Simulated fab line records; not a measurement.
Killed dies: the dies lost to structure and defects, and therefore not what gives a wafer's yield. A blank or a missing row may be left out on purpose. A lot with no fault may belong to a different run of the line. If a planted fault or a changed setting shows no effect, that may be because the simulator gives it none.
A struck lot beside a sound one	flow sky130	29 steps out of a route of 708
Sound: wafers L296.2, L296.3, L296.5. Struck: wafers L308.1, L308.2, L308.3. Last of all comes the cause.
Per side, at each step with rows, come the tool, then ch with its chambers, and then its first start. Under that, the readings that differ: sound wafers	struck wafers	difference of the means	sigmas: that difference in standard deviations of wafers without a fault.
alike: readings whose means differ by less than 2 such deviations, and words and numbers that are the same on both sides. not compared: withheld readings, readings that some wafer has no value for, bounds like >300 that may hide the same value, and numbers for which the record gives no deviation and whose values overlap.
The two part at a step that has a row with sigmas, a row that says differs or no value, or rows on one side only. When numbers do not overlap yet have no deviation, they are printed without sigmas and do not part them. A reading missing from all wafers of one side parts the sides only when that side holds two or more wafers.

first, 1 step without rows for these wafers: SKY_LDD_HVN_IMPLANT_08.
SKY_LDD_HVN_STRIP_09: strips in O2/N2.
  sound on plasma-asher-03 ch 0,1, day 22 10:26; struck on plasma-asher-03 ch 0,1, day 25 19:55
  alike: chamber-pressure-mTorr, drypump-motor-current-A, oes-product-au, strip-time-to-endpoint-s
  not compared: rf-hours-counter-h
SKY_LDD_HVN_TW_MEAS_10:
  struck on film-metro-01, day 25 20:01; sound on film-metro-01, day 22 10:32
  alike: LDD_HVN_TW
then, 7 steps without rows for these wafers: SKY_LDD_HVP_DEHYDRATE_00 (time 60 s); SKY_LDD_HVP_HMDS_01 (prime time 60 s); SKY_LDD_HVP_COAT_02 (resist thk 300 nm); SKY_LDD_HVP_SOFTBAKE_03 (time 60 s); SKY_LDD_HVP_EXPOSE_04 (exposes mask HVPTM, target cd 700 nm); SKY_LDD_HVP_PEB_05; SKY_LDD_HVP_DEVELOP_06 (develop time 60 s).
SKY_LDD_HVP_OVL_MEAS_07:
  struck on overlay-01, day 27 01:13; sound on overlay-01, day 23 16:30
  alike: LDD_HVP_OVL
following that, these wafers have no rows for 1 step: SKY_LDD_HVP_IMPLANT_08.
SKY_LDD_HVP_STRIP_09: strips in O2/N2.
  sound on plasma-asher-02 ch 0,1, day 23 16:41; struck on plasma-asher-03 ch 0,1, day 27 01:24
  no value came back on the struck wafers for chamber-pressure-mTorr (mTorr), drypump-motor-current-A (A), oes-product-au (a.u.), strip-time-to-endpoint-s (s); on the sound wafers chamber-pressure-mTorr (mTorr) reads 1500.2 1498.7 1499.5
reading	sound	struck	difference	sigmas
model.NOVOLAK_of_LDD_HVP_COAT_02.thk-nm (nm)	0 0 0	298.2 299.2 298.4	+298.6	
  not compared: rf-hours-counter-h
SKY_LDD_HVP_TW_MEAS_10:
  struck on film-metro-04, day 27 01:30; sound on film-metro-03, day 23 16:47
  alike: LDD_HVP_TW
then, 7 steps without rows for these wafers: SKY_LDD_LDN_DEHYDRATE_00 (time 60 s); SKY_LDD_LDN_HMDS_01 (prime time 60 s); SKY_LDD_LDN_COAT_02 (resist thk 1140 nm); SKY_LDD_LDN_SOFTBAKE_03 (time 60 s); SKY_LDD_LDN_EXPOSE_04 (exposes mask LDNTM, target cd 700 nm); SKY_LDD_LDN_PEB_05; SKY_LDD_LDN_DEVELOP_06 (develop time 60 s).
SKY_LDD_LDN_OVL_MEAS_07:
  struck on overlay-01, day 28 06:01; sound on overlay-01, day 24 22:18
  alike: LDD_LDN_OVL
then, 4 steps without rows for these wafers: SKY_LDD_LDN_IMPLANT_08; SKY_LDD_LDN_IMPLANT_09; SKY_LDD_LDN_IMPLANT_10; SKY_LDD_LDN_IMPLANT_11.
SKY_LDD_LDN_STRIP_12: strips in O2/N2.
  sound on plasma-asher-02 ch 0,1, day 24 22:56; struck on plasma-asher-01 ch 0,1, day 28 06:39
reading	sound	struck	difference	sigmas
strip-time-to-endpoint-s (s)	14.16 14.15 14.18	18.68 18.72 18.71	+4.54	+99 or more
  alike: chamber-pressure-mTorr, drypump-motor-current-A, oes-product-au
  not compared: rf-hours-counter-h
SKY_LDD_LDN_TW_MEAS_13:
  struck on film-metro-04, day 28 06:45; sound on film-metro-04, day 24 23:02
reading	sound	struck	difference	sigmas
LDD_LDN_TW	1466 1469 1466	30 30 30	-1437	-99 or more
then, 1 step without rows for these wafers: SKY_LDD_LDN_CLEAN_14 (cleans in SC1/SC2, time 150 s).

WHERE THEY PART
Earliest at SKY_LDD_HVP_STRIP_09; latest, in this record, at SKY_LDD_LDN_TW_MEAS_13.

WHY: what had been put in by the simulator
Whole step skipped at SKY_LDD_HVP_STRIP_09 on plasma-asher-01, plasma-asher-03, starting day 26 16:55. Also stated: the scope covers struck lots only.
